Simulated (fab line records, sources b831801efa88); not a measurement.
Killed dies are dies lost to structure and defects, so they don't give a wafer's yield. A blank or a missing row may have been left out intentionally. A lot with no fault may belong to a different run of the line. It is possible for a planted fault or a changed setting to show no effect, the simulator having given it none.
fab line records | flow sky130 | part 1 of 2: steps 1 to 23 of 32
record: lots: 5 | wafers: 15 | last-day: 49
route steps=708 shown VIA3@585 METAL4@598 CAP2M@603
lots that met no fault: from a run of the same line without faults
start-h: the number of hours between the record's first day and the start of the first shown wafer of the lot | wait-h: hours elapsed since this lot's preceding step | " the same as in the row above | L1.1+2: a row that stands for several wafers | - no value present, or no start provided | * or withheld: withheld | < > ~ a bound
route shown NAME@n: a module of which the file shows steps, and the number in the route of the first | usual: average and standard deviation across the fault-free wafers | same: alike in all rows | chamber/n: place in a boat | sites: each site's reading | _std_site: standard deviation of those values | _edge_site: the outer-site mean with the inner-site mean subtracted | radius-mm: how far each site lies from the wafer's centre | mask NAME#n: copy n | behind: tool/chamber where the wafer was last shaped | hold: cause of the lot's hold/its duration in hours/its outcome | device: the transistor (n, p or np) that didn't switch | end of line: at the end of the route, the tests of the same wafers | a step with no rows: only its recipe | killed: the dies lost at the first sort to structure and to defects; this is not the yield of the wafer | map: shows each die of a wafer: x if killed, . if not, _ if none is there
set.NAME: setting as actually run; set.NAME@STEP: the setting as run at that earlier step | model.NAME: the simulator's own value behind a step, which no gauge read
lots at some steps of the route; a table a step, a row a wafer
services: when a tool's chamber went out of use (start-h, in hours from the record's first day, below 0 if earlier), for how many hours, and the reason
== steps ==
step: SKY_VIA3_CD_MEAS_12
recipe: target-cd-nm: 200
usual: cd-nm: 199.5/1.5
lot.wafer | tool      | chamber | start-h | wait-h | cd-nm
L074.1    | cd-sem-01 | -       | 922.25  | -      | 199.7
L074.2    | "         | -       | "       | "      | 199.4
L074.5    | "         | -       | "       | "      | 200.5
L080.1    | cd-sem-02 | -       | 969.49  | -      | 199.5
L080.4    | "         | -       | "       | "      | 200.3
L080.6    | "         | -       | "       | "      | 199.0
L085.2    | cd-sem-02 | -       | 1004.77 | -      | 200.3
L085.3    | "         | -       | "       | "      | 200.6
L085.4    | "         | -       | "       | "      | 200.0
L087.1    | cd-sem-02 | -       | 1017.30 | -      | 197.8
L087.4    | "         | -       | "       | "      | 198.4
L087.5    | "         | -       | "       | "      | 199.1
L093.3    | cd-sem-02 | -       | 1061.42 | -      | 199.5
L093.4    | "         | -       | "       | "      | 198.4
L093.5    | "         | -       | "       | "      | 200.7
step: SKY_VIA3_OVL_MEAS_13
usual: VIA3_OVL: 1/6
lot.wafer | tool       | chamber | start-h | wait-h | VIA3_OVL[nm]
L074.1    | overlay-01 | -       | 922.37  | 0.1    | 9
L074.2    | "          | -       | "       | "      | 3
L074.5    | "          | -       | "       | "      | 7
L080.1    | overlay-02 | -       | 969.61  | 0.1    | -9
L080.4    | "          | -       | "       | "      | 4
L080.6    | "          | -       | "       | "      | 2
L085.2    | overlay-02 | -       | 1004.88 | 0.1    | 12
L085.3    | "          | -       | "       | "      | 1
L085.4    | "          | -       | "       | "      | 7
L087.1    | overlay-02 | -       | 1017.45 | 0.1    | -6
L087.4    | "          | -       | "       | "      | -5
L087.5    | "          | -       | "       | "      | -1
L093.3    | overlay-02 | -       | 1061.51 | 0.1    | 0
L093.4    | "          | -       | "       | "      | -5
L093.5    | "          | -       | "       | "      | 8
step: SKY_VIA3_ETCH_14
recipe: chemistry: N2/H2 | target: BARC | ion-energy-ev: 200 | source-w: 500 | bias-w: 100 | pressure-mtorr: 30 | n2-flow-sccm: 100 | h2-flow-sccm: 200 | stop-on: SiO2 | time-s: 45.9 | target-depth-a: 600
usual: bias-w: 100.01/0.28 | drypump-motor-current-A: 5.7/0.41 | oes-product-au: 0.855/0.0049 | throttle-valve-pct: 13.224/0.01
lot.wafer | tool        | chamber | start-h | wait-h | bias-w | drypump-motor-current-A | oes-product-au | rf-hours-counter-h | throttle-valve-pct
L074.1    | rie-diel-04 | 2       | 922.41  | 0.0    | 100.27 | 5.1                     | 0.849          | 9                  | 13.231
L074.2    | "           | 0       | "       | "      | 100.04 | 5.4                     | 0.860          | 10                 | 13.226
L074.5    | "           | 2       | "       | "      | 100.07 | 5.1                     | 0.859          | -                  | 13.212
L080.1    | rie-diel-01 | 3       | 969.65  | 0.0    | 99.96  | 5.0                     | 0.860          | 25                 | 13.204
L080.4    | "           | 0       | "       | "      | 100.13 | 6.1                     | 0.855          | 12                 | 13.230
L080.6    | "           | 1       | "       | "      | 99.84  | 6.0                     | 0.847          | -                  | 13.230
L085.2    | rie-diel-04 | 3       | 1004.91 | 0.0    | 99.38  | 5.6                     | 0.863          | 27                 | 13.228
L085.3    | "           | 0       | "       | "      | 99.82  | 5.4                     | 0.860          | 12                 | 13.220
L085.4    | "           | 1       | "       | "      | 99.77  | 5.3                     | 0.855          | 7                  | 13.217
L087.1    | rie-diel-04 | 2       | 1017.49 | 0.0    | 100.05 | 5.1                     | 0.861          | 13                 | 13.219
L087.4    | "           | 3       | "       | "      | 100.08 | 5.6                     | 0.853          | 28                 | 13.229
L087.5    | "           | 3       | "       | "      | 100.13 | 5.6                     | 0.853          | -                  | 13.219
L093.3    | rie-diel-02 | 3       | 1061.54 | 0.0    | 99.81  | 6.0                     | 0.864          | 29                 | 13.233
L093.4    | "           | 0       | "       | "      | 100.38 | 6.0                     | 0.857          | 12                 | 13.211
L093.5    | "           | 1       | "       | "      | 100.22 | 6.1                     | 0.855          | -                  | 13.232
step: SKY_VIA3_ETCH_15
recipe: target: SiO2 | chemistry: C4F8/O2/Ar | target-depth-nm: 507 | stop-on: TiN | mask-material: KrF-thick | source-w: 1500 | bias-w: 1200 | pressure-mtorr: 40 | c4f8-flow-sccm: withheld | O2_flow_sccm: 6 | Ar_flow_sccm: 300 | time-s: 78
usual: bias-w: 1200/3.9 | oes-product-au: 0.946/0.0047
lot.wafer | tool        | chamber | start-h | wait-h | bias-w | oes-product-au | rf-hours-counter-h
L074.1    | rie-diel-04 | 2       | 922.45  | 0.0    | 1191   | 0.946          | 9
L074.2    | "           | 0       | "       | "      | 1201   | 0.936          | 10
L074.5    | "           | 2       | "       | "      | 1190   | 0.948          | -
L080.1    | rie-diel-01 | 3       | 969.69  | 0.0    | 1196   | 0.943          | 25
L080.4    | "           | 0       | "       | "      | 1201   | 0.956          | 12
L080.6    | "           | 1       | "       | "      | 1200   | 0.952          | -
L085.2    | rie-diel-04 | 3       | 1004.95 | 0.0    | 1201   | 0.944          | 27
L085.3    | "           | 0       | "       | "      | 1196   | 0.949          | 12
L085.4    | "           | 1       | "       | "      | 1201   | 0.942          | 7
L087.1    | rie-diel-04 | 2       | 1017.53 | 0.0    | 1200   | 0.945          | 13
L087.4    | "           | 3       | "       | "      | 1201   | 0.943          | 28
L087.5    | "           | 3       | "       | "      | 1197   | 0.944          | -
L093.3    | rie-diel-02 | 3       | 1061.58 | 0.0    | 1200   | 0.940          | 29
L093.4    | "           | 0       | "       | "      | 1200   | 0.941          | 13
L093.5    | "           | 1       | "       | "      | 1205   | 0.949          | -
step: SKY_VIA3_STRIP_16
recipe: chemistry: O2/N2 | power-w: 1400 | pressure-mtorr: 1500 | platen-temp-c: withheld | o2-flow-sccm: 3000 | n2-flow-sccm: 300 | overash-fraction: 0.5
usual: drypump-motor-current-A: 5.9/0.43 | o2-flow-sccm: 2999/8.4 | oes-product-au: 0.402/0.0045 | strip-time-to-endpoint-s: 4.126/0.022
lot.wafer | tool            | chamber | start-h | wait-h | drypump-motor-current-A | o2-flow-sccm | oes-product-au | rf-hours-counter-h | strip-time-to-endpoint-s
L074.1    | plasma-asher-02 | 1       | 922.51  | 0.0    | 6.3                     | 3009         | 0.405          | 116                | 4.101
L074.2    | "               | 0       | "       | "      | 5.3                     | 2998         | 0.402          | 116                | 4.153
L074.5    | "               | 1       | "       | "      | 6.2                     | 2997         | 0.404          | -                  | 4.124
L080.1    | plasma-asher-03 | 1       | 969.75  | 0.0    | 5.5                     | 3007         | 0.405          | 90                 | 4.147
L080.4    | "               | 1       | "       | "      | 5.5                     | 3009         | 0.403          | -                  | 4.115
L080.6    | "               | 0       | "       | "      | 6.1                     | 3003         | 0.403          | -                  | 4.167
L085.2    | plasma-asher-01 | 1       | 1005.01 | 0.0    | 5.7                     | 3001         | 0.406          | 28                 | 4.094
L085.3    | "               | 0       | "       | "      | 6.7                     | 3002         | 0.408          | -                  | 4.115
L085.4    | "               | 1       | "       | "      | 5.7                     | 2998         | 0.405          | -                  | 4.132
L087.1    | plasma-asher-01 | 1       | 1017.59 | 0.0    | 5.7                     | 3013         | 0.401          | 29                 | 4.130
L087.4    | "               | 0       | "       | "      | 6.7                     | 3002         | 0.398          | -                  | 4.120
L087.5    | "               | 0       | "       | "      | 6.7                     | 3005         | 0.402          | -                  | 4.096
L093.3    | plasma-asher-03 | 1       | 1061.77 | 0.2    | 5.5                     | 3007         | 0.400          | -                  | 4.165
L093.4    | "               | 0       | "       | "      | 6.1                     | 2985         | 0.406          | -                  | 4.175
L093.5    | "               | 1       | "       | "      | 5.5                     | 3001         | 0.406          | -                  | 4.135
step: SKY_VIA3_STRIP_17
recipe: chemistry: post-etch-residue-remover | time-s: 1200 | temp-c: 72.5
usual: temp-c: 72.52/0.13
lot.wafer | tool         | chamber | start-h | wait-h | temp-c
L074.1    | wet-bench-02 | 3       | 922.61  | 0.1    | 72.50
L074.2    | "            | 3       | "       | "      | 72.59
L074.5    | "            | 3       | "       | "      | 72.53
L080.1    | wet-bench-03 | 0       | 969.85  | 0.1    | 72.55
L080.4    | "            | 0       | "       | "      | 72.57
L080.6    | "            | 0       | "       | "      | 72.45
L085.2    | wet-bench-01 | 2       | 1005.11 | 0.1    | 72.36
L085.3    | "            | 2       | "       | "      | 72.50
L085.4    | "            | 2       | "       | "      | 72.33
L087.1    | wet-bench-01 | 1       | 1017.69 | 0.1    | 72.51
L087.4    | "            | 1       | "       | "      | 72.56
L087.5    | "            | 1       | "       | "      | 72.58
L093.3    | wet-bench-03 | 0       | 1061.83 | 0.0    | 72.39
L093.4    | "            | 0       | "       | "      | 72.49
L093.5    | "            | 0       | "       | "      | 72.49
step: SKY_VIA3_CLEAN_18
recipe: chemistry: IPA | time-s: 180 | temp-c: 25
usual: temp-c: 25.01/0.1
lot.wafer | tool         | chamber | start-h | wait-h | temp-c
L074.1    | wet-bench-01 | 2       | 922.98  | 0.0    | 24.93
L074.2    | "            | 2       | "       | "      | 24.95
L074.5    | "            | 2       | "       | "      | 24.94
L080.1    | wet-bench-02 | 3       | 970.22  | 0.0    | 24.96
L080.4    | "            | 3       | "       | "      | 25.06
L080.6    | "            | 3       | "       | "      | 25.12
L085.2    | wet-bench-02 | 3       | 1005.48 | 0.0    | 24.87
L085.3    | "            | 3       | "       | "      | 24.94
L085.4    | "            | 3       | "       | "      | 25.09
L087.1    | wet-bench-02 | 2       | 1018.06 | 0.0    | 25.26
L087.4    | "            | 2       | "       | "      | 25.23
L087.5    | "            | 2       | "       | "      | 25.10
L093.3    | wet-bench-02 | 3       | 1062.17 | 0.0    | 25.08
L093.4    | "            | 3       | "       | "      | 24.99
L093.5    | "            | 3       | "       | "      | 25.13
step: SKY_VIA3_CLEAN_19
recipe: chemistry: O3/DIW | dry: n2-spin
lot.wafer  | tool         | chamber | start-h | wait-h
L074.1+2+5 | wet-bench-02 | 1       | 923.05  | 0.0
L080.1+4+6 | wet-bench-01 | 0       | 970.28  | 0.0
L085.2+3+4 | wet-bench-01 | 2       | 1005.54 | 0.0
L087.1+4+5 | wet-bench-01 | 1       | 1018.12 | 0.0
L093.3+4+5 | wet-bench-03 | 0       | 1062.23 | 0.0
step: SKY_VIA3_SPUTTER_20
recipe: material: TiN | target-thk-nm: 20 | chamber-pressure-pa: 5 | power-w: 4000 | time-s: 80
usual: throttle-valve-pct: 29.6/1
lot.wafer | tool           | chamber | start-h | wait-h | throttle-valve-pct
L074.1    | pvd-sputter-04 | -       | 923.15  | 0.0    | 29.6
L074.2    | "              | -       | "       | "      | 28.3
L074.5    | "              | -       | "       | "      | 28.7
L080.1    | pvd-sputter-03 | -       | 970.46  | 0.0    | 28.8
L080.4    | "              | -       | "       | "      | 29.3
L080.6    | "              | -       | "       | "      | 29.6
L085.2    | pvd-sputter-03 | -       | 1005.64 | 0.0    | 29.1
L085.3    | "              | -       | "       | "      | 29.9
L085.4    | "              | -       | "       | "      | 28.3
L087.1    | pvd-sputter-04 | -       | 1018.22 | 0.0    | 28.5
L087.4    | "              | -       | "       | "      | 28.5
L087.5    | "              | -       | "       | "      | 30.0
L093.3    | pvd-sputter-04 | -       | 1062.32 | 0.0    | 28.5
L093.4    | "              | -       | "       | "      | 30.1
L093.5    | "              | -       | "       | "      | 29.9
step: SKY_VIA3_CVD_21
recipe: material: W | target-thk-nm: 390 | time-s: 117.31 | temp-c: 400 | pressure-torr: 40
usual: chamber-pressure-Torr: 40.00/0.094 | heater-power-w: 859/73
lot.wafer | tool     | chamber | start-h | wait-h | chamber-pressure-Torr | heater-power-w
L074.1    | cvd-w-01 | 1       | 923.21  | 0.0    | 39.90                 | 902
L074.2    | "        | 0       | "       | "      | 39.91                 | 755
L074.5    | "        | 0       | "       | "      | 39.96                 | 766
L080.1    | cvd-w-02 | 0       | 970.52  | 0.0    | 39.89                 | 957
L080.4    | "        | 0       | "       | "      | 40.04                 | 935
L080.6    | "        | 1       | "       | "      | 39.99                 | 840
L085.2    | cvd-w-02 | 1       | 1005.70 | 0.0    | 39.93                 | 818
L085.3    | "        | 1       | "       | "      | 39.88                 | 848
L085.4    | "        | 0       | "       | "      | 40.02                 | 960
L087.1    | cvd-w-02 | 1       | 1018.28 | 0.0    | 39.99                 | 854
L087.4    | "        | 0       | "       | "      | 39.96                 | 960
L087.5    | "        | 0       | "       | "      | 40.05                 | 968
L093.3    | cvd-w-02 | 1       | 1062.43 | 0.1    | 39.92                 | 861
L093.4    | "        | 0       | "       | "      | 39.91                 | 957
L093.5    | "        | 1       | "       | "      | 40.10                 | 831
step: SKY_VIA3_RS_MEAS_22
recipe: thk-meas-gauge: four-point-probe | reads: W_of_VIA3_CVD_21+TiN_of_VIA3_SPUTTER_20
usual: VIA3_W_RS: 0.2952/0.0028
lot.wafer | tool          | chamber | start-h | wait-h | VIA3_W_RS[ohm/sq]
L074.1    | film-metro-03 | -       | 923.33  | 0.1    | 0.2951
L074.2    | "             | -       | "       | "      | 0.2952
L074.5    | "             | -       | "       | "      | 0.2912
L080.1    | film-metro-02 | -       | 970.65  | 0.1    | 0.2940
L080.4    | "             | -       | "       | "      | 0.2926
L080.6    | "             | -       | "       | "      | 0.2951
L085.2    | film-metro-02 | -       | 1005.85 | 0.1    | 0.2931
L085.3    | "             | -       | "       | "      | 0.2977
L085.4    | "             | -       | "       | "      | 0.2930
L087.1    | film-metro-02 | -       | 1018.41 | 0.1    | 0.2991
L087.4    | "             | -       | "       | "      | 0.2943
L087.5    | "             | -       | "       | "      | 0.2959
L093.3    | film-metro-03 | -       | 1062.55 | 0.1    | 0.2957
L093.4    | "             | -       | "       | "      | 0.2960
L093.5    | "             | -       | "       | "      | 0.2978
step: SKY_VIA3_THK_MEAS_23
recipe: thk-meas-gauge: xrf | reads: W_of_VIA3_CVD_21
usual: VIA3_W_THK: 377/4.8
lot.wafer | tool          | chamber | start-h | wait-h | VIA3_W_THK[nm]
L074.1    | film-metro-03 | -       | 923.45  | 0.1    | 383
L074.2    | "             | -       | "       | "      | 383
L074.5    | "             | -       | "       | "      | 386
L080.1    | film-metro-02 | -       | 970.77  | 0.1    | 380
L080.4    | "             | -       | "       | "      | 380
L080.6    | "             | -       | "       | "      | 376
L085.2    | film-metro-02 | -       | 1005.96 | 0.1    | 378
L085.3    | "             | -       | "       | "      | 373
L085.4    | "             | -       | "       | "      | 379
L087.1    | film-metro-02 | -       | 1018.53 | 0.1    | 373
L087.4    | "             | -       | "       | "      | 376
L087.5    | "             | -       | "       | "      | 377
L093.3    | film-metro-03 | -       | 1062.65 | 0.1    | 377
L093.4    | "             | -       | "       | "      | 379
L093.5    | "             | -       | "       | "      | 373
step: SKY_VIA3_CMP_24
recipe: stop-on: SiO2 | t-overpolish-s: 20 | down-force-psi: 3.5 | platen-rpm: 60 | target-thk-nm: 0 | pad-velocity-m-s: 0.94248
usual: edge-zone-pressure-frac: 1.000/0.0049 | motor-current-A: 10.5/1.5 | overpolish-run-s: 19.999/0.0091 | platen-rpm: 60.00/0.047 | slurry-flow-ml-min: 150.0/0.43 | time-to-endpoint-s: 94.7/2.8
lot.wafer | tool   | chamber | start-h | wait-h | edge-zone-pressure-frac | motor-current-A | overpolish-run-s | platen-rpm | slurry-flow-ml-min | time-to-endpoint-s
L074.1    | cmp-02 | 3       | 923.61  | 0.1    | 0.994                   | 10.6            | 19.997           | 59.99      | 150.5              | 94.6
L074.2    | "      | 0       | "       | "      | 1.000                   | 8.4             | 20.003           | 60.00      | 150.3              | 96.3
L074.5    | "      | 2       | "       | "      | 1.004                   | 11.9            | 20.015           | 60.04      | 150.4              | 93.8
L080.4    | cmp-01 | 2       | 970.83  | 0.0    | 1.005                   | 12.3            | 20.007           | 60.03      | 149.5              | 92.0
L080.1    | "      | 3       | "       | "      | 1.004                   | 9.1             | 20.013           | 59.98      | 150.4              | 95.5
L080.6    | "      | 3       | "       | "      | 1.006                   | 9.9             | 19.984           | 59.93      | 150.0              | 94.6
L085.3    | cmp-02 | 1       | 1006.06 | 0.1    | 0.997                   | 10.7            | 20.009           | 60.05      | 150.0              | 96.7
L085.4    | "      | 2       | "       | "      | 1.003                   | 13.2            | 19.985           | 60.03      | 150.4              | 93.4
L085.2    | "      | 3       | "       | "      | 0.994                   | 10.2            | 19.993           | 60.01      | 150.2              | 91.8
L087.4    | cmp-02 | 3       | 1018.59 | 0.0    | 1.001                   | 10.3            | 20.031           | 59.98      | 150.4              | 93.4
L087.1    | "      | 1       | "       | "      | 0.997                   | 11.3            | 20.010           | 59.97      | 150.3              | 96.5
L087.5    | "      | 0       | "       | "      | 1.002                   | 8.1             | 19.994           | 59.97      | 150.7              | 94.6
L093.4    | cmp-02 | 2       | 1062.99 | 0.3    | 1.006                   | 12.6            | 20.002           | 59.93      | 149.8              | 96.0
L093.3    | "      | 0       | "       | "      | 1.002                   | 8.4             | 20.003           | 60.00      | 150.3              | 99.9
L093.5    | "      | 2       | "       | "      | 0.999                   | 12.3            | 19.998           | 59.96      | 149.8              | 94.6
step: SKY_METAL4_SPUTTER_00
recipe: material: Ti | target-thk-nm: 15 | power-w: 3000 | time-s: 10 | chamber-pressure-pa: 0.4
usual: throttle-valve-pct: 29.6/0.97
lot.wafer | tool           | chamber | start-h | wait-h | throttle-valve-pct
L074.1    | pvd-sputter-03 | -       | 923.81  | 0.1    | 30.1
L074.2    | "              | -       | "       | "      | 29.6
L074.5    | "              | -       | "       | "      | 29.8
L080.1    | pvd-sputter-01 | -       | 971.13  | 0.2    | 31.7
L080.4    | "              | -       | "       | "      | 30.2
L080.6    | "              | -       | "       | "      | 30.3
L085.2    | pvd-sputter-01 | -       | 1006.31 | 0.1    | 30.5
L085.3    | "              | -       | "       | "      | 29.2
L085.4    | "              | -       | "       | "      | 31.4
L087.1    | pvd-sputter-01 | -       | 1018.89 | 0.1    | 31.5
L087.4    | "              | -       | "       | "      | 30.3
L087.5    | "              | -       | "       | "      | 30.4
L093.3    | pvd-sputter-04 | -       | 1063.29 | 0.1    | 28.3
L093.4    | "              | -       | "       | "      | 30.2
L093.5    | "              | -       | "       | "      | 28.1
step: SKY_METAL4_SPUTTER_01
recipe: material: TiN | target-thk-nm: 20 | power-w: 6500 | time-s: 16.7 | chamber-pressure-pa: 0.4
usual: throttle-valve-pct: 29.6/0.98
lot.wafer | tool           | chamber | start-h | wait-h | throttle-valve-pct
L074.1    | pvd-sputter-03 | -       | 923.83  | 0.0    | 30.0
L074.2    | "              | -       | "       | "      | 29.8
L074.5    | "              | -       | "       | "      | 29.4
L080.1    | pvd-sputter-01 | -       | 971.15  | 0.0    | 32.0
L080.4    | "              | -       | "       | "      | 30.4
L080.6    | "              | -       | "       | "      | 30.2
L085.2    | pvd-sputter-01 | -       | 1006.33 | 0.0    | 30.3
L085.3    | "              | -       | "       | "      | 29.0
L085.4    | "              | -       | "       | "      | 31.7
L087.1    | pvd-sputter-01 | -       | 1018.91 | 0.0    | 31.8
L087.4    | "              | -       | "       | "      | 30.5
L087.5    | "              | -       | "       | "      | 30.3
L093.3    | pvd-sputter-04 | -       | 1063.31 | 0.0    | 28.7
L093.4    | "              | -       | "       | "      | 29.9
L093.5    | "              | -       | "       | "      | 28.5
step: SKY_METAL4_SPUTTER_02
recipe: material: AlCu | target-thk-nm: 735 | power-w: 10600 | time-s: 39.1 | chamber-pressure-pa: 0.4
usual: throttle-valve-pct: 29.6/0.95
lot.wafer | tool           | chamber | start-h | wait-h | throttle-valve-pct
L074.1    | pvd-sputter-03 | -       | 923.86  | 0.0    | 30.2
L074.2    | "              | -       | "       | "      | 29.4
L074.5    | "              | -       | "       | "      | 29.7
L080.1    | pvd-sputter-01 | -       | 971.18  | 0.0    | 31.7
L080.4    | "              | -       | "       | "      | 30.2
L080.6    | "              | -       | "       | "      | 30.3
L085.2    | pvd-sputter-01 | -       | 1006.35 | 0.0    | 30.1
L085.3    | "              | -       | "       | "      | 29.2
L085.4    | "              | -       | "       | "      | 31.8
L087.1    | pvd-sputter-01 | -       | 1018.93 | 0.0    | 31.3
L087.4    | "              | -       | "       | "      | 30.4
L087.5    | "              | -       | "       | "      | 30.2
L093.3    | pvd-sputter-04 | -       | 1063.33 | 0.0    | 28.2
L093.4    | "              | -       | "       | "      | 29.9
L093.5    | "              | -       | "       | "      | 28.6
step: SKY_METAL4_SPUTTER_03
recipe: material: Ti | target-thk-nm: 5 | power-w: 3000 | time-s: 3.3 | chamber-pressure-pa: 0.4
usual: throttle-valve-pct: 29.6/0.97
lot.wafer | tool           | chamber | start-h | wait-h | throttle-valve-pct
L074.1    | pvd-sputter-03 | -       | 923.90  | 0.0    | 30.2
L074.2    | "              | -       | "       | "      | 29.6
L074.5    | "              | -       | "       | "      | 29.4
L080.1    | pvd-sputter-01 | -       | 971.21  | 0.0    | 31.8
L080.4    | "              | -       | "       | "      | 30.2
L080.6    | "              | -       | "       | "      | 30.4
L085.2    | pvd-sputter-01 | -       | 1006.39 | 0.0    | 30.3
L085.3    | "              | -       | "       | "      | 29.4
L085.4    | "              | -       | "       | "      | 31.5
L087.1    | pvd-sputter-01 | -       | 1018.97 | 0.0    | 31.7
L087.4    | "              | -       | "       | "      | 30.3
L087.5    | "              | -       | "       | "      | 30.3
L093.3    | pvd-sputter-04 | -       | 1063.37 | 0.0    | 28.4
L093.4    | "              | -       | "       | "      | 30.3
L093.5    | "              | -       | "       | "      | 28.6
step: SKY_METAL4_SPUTTER_04
recipe: material: TiN | target-thk-nm: 70 | power-w: 6500 | time-s: 58.3 | chamber-pressure-pa: 0.4
usual: throttle-valve-pct: 29.6/0.95
lot.wafer | tool           | chamber | start-h | wait-h | throttle-valve-pct
L074.1    | pvd-sputter-03 | -       | 923.92  | 0.0    | 30.3
L074.2    | "              | -       | "       | "      | 29.7
L074.5    | "              | -       | "       | "      | 29.8
L080.1    | pvd-sputter-01 | -       | 971.23  | 0.0    | 31.9
L080.4    | "              | -       | "       | "      | 30.2
L080.6    | "              | -       | "       | "      | 30.2
L085.2    | pvd-sputter-01 | -       | 1006.41 | 0.0    | 30.5
L085.3    | "              | -       | "       | "      | 29.4
L085.4    | "              | -       | "       | "      | 31.7
L087.1    | pvd-sputter-01 | -       | 1018.99 | 0.0    | 31.6
L087.4    | "              | -       | "       | "      | 30.3
L087.5    | "              | -       | "       | "      | 30.3
L093.3    | pvd-sputter-04 | -       | 1063.39 | 0.0    | 28.3
L093.4    | "              | -       | "       | "      | 30.3
L093.5    | "              | -       | "       | "      | 28.4
step: SKY_CAP2M_CVD_00
recipe: material: SiO2 | target-thk-nm: 15.5 | temp-c: 400 | time-s: withheld | rf-w: 450
usual: heater-power-w: 713/86
lot.wafer | tool     | chamber | start-h | wait-h | heater-power-w
L074.1    | pecvd-02 | 2       | 923.96  | 0.0    | 674
L074.2    | "        | 0       | "       | "      | 814
L074.5    | "        | 0       | "       | "      | 814
L080.1    | pecvd-04 | 2       | 971.28  | 0.0    | 601
L080.4    | "        | 0       | "       | "      | 670
L080.6    | "        | 1       | "       | "      | 690
L085.2    | pecvd-04 | 1       | 1006.46 | 0.0    | 725
L085.3    | "        | 2       | "       | "      | 528
L085.4    | "        | 2       | "       | "      | 532
L087.1    | pecvd-04 | 0       | 1019.04 | 0.0    | 747
L087.4    | "        | 1       | "       | "      | 783
L087.5    | "        | 2       | "       | "      | 573
L093.3    | pecvd-02 | 1       | 1063.44 | 0.0    | 834
L093.4    | "        | 2       | "       | "      | 584
L093.5    | "        | 0       | "       | "      | 816
step: SKY_CAP2M_THK_MEAS_01
recipe: reads: SiO2_of_CAP2M_CVD_00
usual: CAP2M_CVD_00_THK: 15.47/0.18
lot.wafer | tool          | chamber | start-h | wait-h | CAP2M_CVD_00_THK[nm]
L074.1    | film-metro-03 | -       | 923.99  | -      | 15.42
L074.2    | "             | -       | "       | "      | 15.64
L074.5    | "             | -       | "       | "      | 15.77
L080.1    | film-metro-01 | -       | 971.30  | -      | 15.27
L080.4    | "             | -       | "       | "      | 15.47
L080.6    | "             | -       | "       | "      | 15.67
L085.2    | film-metro-03 | -       | 1006.49 | -      | 15.19
L085.3    | "             | -       | "       | "      | 15.24
L085.4    | "             | -       | "       | "      | 15.60
L087.1    | film-metro-01 | -       | 1019.06 | -      | 15.20
L087.4    | "             | -       | "       | "      | 15.45
L087.5    | "             | -       | "       | "      | 15.61
L093.3    | film-metro-03 | -       | 1063.48 | -      | 15.41
L093.4    | "             | -       | "       | "      | 15.65
L093.5    | "             | -       | "       | "      | 15.72
step: SKY_CAP2M_SPUTTER_02
recipe: material: TiN | target-thk-nm: 200 | temp-c: 300 | power-w: 6500 | time-s: 166.7 | chamber-pressure-pa: 0.4
usual: throttle-valve-pct: 30.3/1.2
lot.wafer | tool           | chamber | start-h | wait-h | throttle-valve-pct
L074.1    | pvd-sputter-02 | -       | 924.05  | 0.1    | 29.2
L074.2    | "              | -       | "       | "      | 30.8
L074.5    | "              | -       | "       | "      | 31.7
L080.1    | pvd-sputter-04 | -       | 971.36  | 0.1    | 28.5
L080.4    | "              | -       | "       | "      | 29.6
L080.6    | "              | -       | "       | "      | 28.3
L085.2    | pvd-sputter-04 | -       | 1006.54 | 0.0    | 29.8
L085.3    | "              | -       | "       | "      | 28.6
L085.4    | "              | -       | "       | "      | 28.3
L087.1    | pvd-sputter-04 | -       | 1019.12 | 0.1    | 28.6
L087.4    | "              | -       | "       | "      | 29.5
L087.5    | "              | -       | "       | "      | 29.9
L093.3    | pvd-sputter-02 | -       | 1063.52 | 0.0    | 31.7
L093.4    | "              | -       | "       | "      | 30.9
L093.5    | "              | -       | "       | "      | 29.5
step: SKY_CAP2M_RS_MEAS_03
recipe: thk-meas-gauge: four-point-probe | reads: TiN_of_CAP2M_SPUTTER_02
usual: CAP2M_TIN_RS: 6.94/0.076
lot.wafer | tool          | chamber | start-h | wait-h | CAP2M_TIN_RS[ohm/sq]
L074.1    | film-metro-01 | -       | 924.16  | 0.1    | 6.91
L074.2    | "             | -       | "       | "      | 6.96
L074.5    | "             | -       | "       | "      | 6.92
L080.1    | film-metro-04 | -       | 971.47  | 0.1    | 6.80
L080.4    | "             | -       | "       | "      | 6.81
L080.6    | "             | -       | "       | "      | 6.81
L085.2    | film-metro-01 | -       | 1006.67 | 0.1    | 6.98
L085.3    | "             | -       | "       | "      | 7.02
L085.4    | "             | -       | "       | "      | 7.12
L087.1    | film-metro-01 | -       | 1019.23 | 0.1    | 6.91
L087.4    | "             | -       | "       | "      | 6.89
L087.5    | "             | -       | "       | "      | 6.91
L093.3    | film-metro-04 | -       | 1063.67 | 0.1    | 7.01
L093.4    | "             | -       | "       | "      | 7.04
L093.5    | "             | -       | "       | "      | 7.02
step: SKY_CAP2M_THK_MEAS_04
recipe: thk-meas-gauge: xrf | reads: TiN_of_CAP2M_SPUTTER_02
usual: CAP2M_TIN_THK: 199.7/2.5
lot.wafer | tool          | chamber | start-h | wait-h | CAP2M_TIN_THK[nm]
L074.1    | film-metro-01 | -       | 924.28  | 0.1    | 200.4
L074.2    | "             | -       | "       | "      | 199.5
L074.5    | "             | -       | "       | "      | 200.2
L080.1    | film-metro-04 | -       | 971.59  | 0.1    | 205.3
L080.4    | "             | -       | "       | "      | 205.3
L080.6    | "             | -       | "       | "      | 204.8
L085.2    | film-metro-01 | -       | 1006.78 | 0.1    | 199.4
L085.3    | "             | -       | "       | "      | 196.3
L085.4    | "             | -       | "       | "      | 193.9
L087.1    | film-metro-01 | -       | 1019.35 | 0.1    | 200.3
L087.4    | "             | -       | "       | "      | 200.9
L087.5    | "             | -       | "       | "      | 199.4
L093.3    | film-metro-04 | -       | 1063.77 | 0.1    | 199.1
L093.4    | "             | -       | "       | "      | 197.6
L093.5    | "             | -       | "       | "      | 198.7
